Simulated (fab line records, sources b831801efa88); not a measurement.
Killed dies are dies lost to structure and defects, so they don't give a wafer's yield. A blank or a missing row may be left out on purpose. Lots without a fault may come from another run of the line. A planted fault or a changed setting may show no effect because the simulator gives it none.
Which tool did it? | flow gf180mcu | 9 lots, 27 wafers sampled, at 5 steps of a route of 602

WHAT THE GAUGES READ, wafer by wafer
GF_NSD_CD_MEAS_07: target cd 400 nm. Usual: cd_nm 399.8 nm, standard deviation 1.9.
lot  | measured     | on        | cd_nm (nm)        | flag
L874 | day 13 04:38 | cd_sem-01 | 400.9 400.8 399.2 |
L875 | day 13 18:02 | cd_sem-02 | 400.6 399.8 400.2 |
L876 | day 14 03:16 | cd_sem-01 | 397.2 397.4 397.6 |
L882 | day 16 02:14 | cd_sem-01 | 364.0 365.4 364.2 | OFF
L884 | day 16 19:30 | cd_sem-01 | 371.0 371.8 373.1 | OFF
L888 | day 18 01:57 | cd_sem-01 | 400.6 401.7 400.4 |
L892 | day 19 14:35 | cd_sem-02 | 399.9 398.5 399.1 |
L894 | day 20 07:53 | cd_sem-02 | 400.1 401.9 400.4 |
L896 | day 20 22:51 | cd_sem-01 | 401.6 401.2 402.0 |

GF_PSD_CD_MEAS_07: target cd 400 nm. Usual: cd_nm 400.5 nm, standard deviation 2.3.
lot  | measured     | on        | cd_nm (nm)        | flag
L874 | day 14 01:32 | cd_sem-01 | 398.6 400.8 400.3 |
L875 | day 14 14:52 | cd_sem-01 | 402.3 399.9 402.3 |
L876 | day 15 00:30 | cd_sem-01 | 401.6 403.0 402.5 |
L882 | day 17 01:23 | cd_sem-01 | 398.5 398.6 398.2 |
L884 | day 17 18:25 | cd_sem-01 | 400.4 399.3 399.9 |
L888 | day 19 01:42 | cd_sem-02 | 401.9 403.1 403.3 |
L892 | day 20 15:28 | cd_sem-01 | 404.5 403.0 400.4 |
L894 | day 21 08:44 | cd_sem-02 | 406.8 405.8 405.4 |
L896 | day 21 23:10 | cd_sem-02 | 400.6 400.9 402.8 |

WHICH TOOL RAN EACH LOT (tool, then ch and the chambers of the sampled wafers, then the start)
lot  | GF_HV_LDD_STRIP_37                   | GF_HV_LDD_RTA_52                 | GF_NSD_EXPOSE_04
L874 | plasma_asher-03 ch 0,1, day 11 10:08 | rtp_anneal-01 ch 0, day 12 05:15 | iline_stepper-02 ch 0, day 12 18:55
L875 | plasma_asher-03 ch 0,1, day 11 22:05 | rtp_anneal-02 ch 0, day 12 17:51 | iline_stepper-01 ch 0, day 13 08:04
L876 | plasma_asher-04 ch 0,1, day 12 08:08 | rtp_anneal-02 ch 0, day 13 04:07 | iline_stepper-02 ch 0, day 13 17:20
L882 | plasma_asher-02 ch 0,1, day 14 02:26 | rtp_anneal-01 ch 0, day 15 00:30 | iline_stepper-01 ch 0, day 15 15:35
L884 | plasma_asher-03 ch 0,1, day 14 20:43 | rtp_anneal-01 ch 0, day 15 18:02 | iline_stepper-01 ch 0, day 16 08:27
L888 | plasma_asher-03 ch 0, day 16 01:24   | rtp_anneal-02 ch 0, day 16 23:43 | iline_stepper-02 ch 0, day 17 14:25
L892 | plasma_asher-02 ch 0,1, day 17 11:26 | rtp_anneal-01 ch 0, day 18 11:36 | iline_stepper-02 ch 0, day 19 02:34
L894 | plasma_asher-02 ch 0,1, day 18 04:24 | rtp_anneal-01 ch 0, day 19 05:16 | iline_stepper-02 ch 0, day 19 19:58
L896 | plasma_asher-03 ch 0,1, day 18 17:14 | rtp_anneal-02 ch 0, day 19 18:27 | iline_stepper-02 ch 0, day 20 11:01
- GF_HV_LDD_STRIP_37: strips in O2/N2.
- GF_HV_LDD_RTA_52: time 10 s.
- GF_NSD_EXPOSE_04: exposes mask Nplus, target cd 400 nm.

WHAT THE TOOLS THEMSELVES READ (means of the sampled wafers that have a number; where no wafer has one, the mark that the record gives instead)
GF_HV_LDD_STRIP_37. Usual: drypump_motor_current_A 5.8 A, standard deviation 0.45; heater_power_w 319 W, standard deviation 12; oes_product_au 0.716 a.u., standard deviation 0.0048; strip_time_to_endpoint_s 12.65 s, standard deviation 0.033.
lot  | tool            | drypump_motor_current_A (A) | heater_power_w (W) | oes_product_au (a.u.) | strip_time_to_endpoint_s (s) | flag
L874 | plasma_asher-03 | 5.2                         | 315                | 0.715                 | 12.62                        |
L875 | plasma_asher-03 | 5.2                         | 317                | 0.714                 | 12.69                        |
L876 | plasma_asher-04 | 5.9                         | 324                | 0.719                 | 12.65                        |
L882 | plasma_asher-02 | 6.3                         | 317                | 0.715                 | 12.68                        |
L884 | plasma_asher-03 | 5.1                         | 314                | 0.713                 | 12.66                        |
L888 | plasma_asher-03 | 5.5                         | 334                | 0.716                 | 12.64                        |
L892 | plasma_asher-02 | 6.2                         | 311                | 0.718                 | 12.68                        |
L894 | plasma_asher-02 | 6.0                         | 315                | 0.715                 | 12.61                        |
L896 | plasma_asher-03 | 5.3                         | 328                | 0.716                 | 12.64                        |

GF_HV_LDD_RTA_52. Usual: lamp_power_pct 28.3 %, standard deviation 1.1; wafer_temp_C_max 1003.7, standard deviation 1.2.
lot  | tool          | lamp_power_pct (%) | wafer_temp_C_max | flag
L874 | rtp_anneal-01 | 29.2               | 1002.3           |
L875 | rtp_anneal-02 | 27.0               | 1004.9           |
L876 | rtp_anneal-02 | 27.0               | 1004.7           |
L882 | rtp_anneal-01 | 29.2               | 1002.7           |
L884 | rtp_anneal-01 | 29.2               | 1001.9           |
L888 | rtp_anneal-02 | 27.0               | 1005.3           |
L892 | rtp_anneal-01 | 29.2               | 1003.6           |
L894 | rtp_anneal-01 | 29.1               | 1002.9           |
L896 | rtp_anneal-02 | 27.1               | 1004.6           |

GF_NSD_EXPOSE_04. Usual: exposure_dose_mJ_cm2 139.72, standard deviation 0.21.
lot  | tool             | exposure_dose_mJ_cm2 | flag
L874 | iline_stepper-02 | 139.98               |
L875 | iline_stepper-01 | 139.55               |
L876 | iline_stepper-02 | 139.84               |
L882 | iline_stepper-01 | 123.20               | OFF
L884 | iline_stepper-01 | 126.61               | OFF
L888 | iline_stepper-02 | 139.87               |
L892 | iline_stepper-02 | 139.92               |
L894 | iline_stepper-02 | 139.72               |
L896 | iline_stepper-02 | 139.70               |

THE ANSWER, worked out from the rows above alone
Rule: a lot is off if the mean of its wafers that have a number lies more than 3 standard deviations from the usual mean. A lot without any number at a reading at which 4 lots or more have one is off too. The other lots that the step has rows for count as sound. The gauges are gone through in route order, then the tools' own readings, and for those a lot's mean is taken as printed above. The first step at which some lot is off is used, and at that step the reading that is off furthest; a lot without a number counts as furthest.
Off: L882, L884, at GF_NSD_CD_MEAS_07 (cd_nm).
A tool fits if, at a process step before that reading, it ran every lot that is off, and no sound lot after the first of them. The gauges at GF_NSD_CD_MEAS_07 aren't tried: what is off there is off at GF_NSD_EXPOSE_04 too, on other tools, and a gauge's error can't cause that. One fits: iline_stepper-01 at GF_NSD_EXPOSE_04. Its last sound lot is L875 (day 13 08:04), its first lot that is off L882 (day 15 15:35): a fault that began between those two fits.
The tool's own readings at GF_NSD_EXPOSE_04 bear it out: on the lots that are off they differ by more than 5 times the standard deviation of the sound lots' means. exposure_dose_mJ_cm2 reads 124.91 there against 139.80 on the sound lots.

WHAT THE SIMULATOR HAD PUT IN
Process parameter drift: iline_stepper-01, from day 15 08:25 on, at GF_NSD_EXPOSE_04. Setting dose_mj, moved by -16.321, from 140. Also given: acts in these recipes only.
Lots struck among those shown: L882, L884. The rule above found the same.
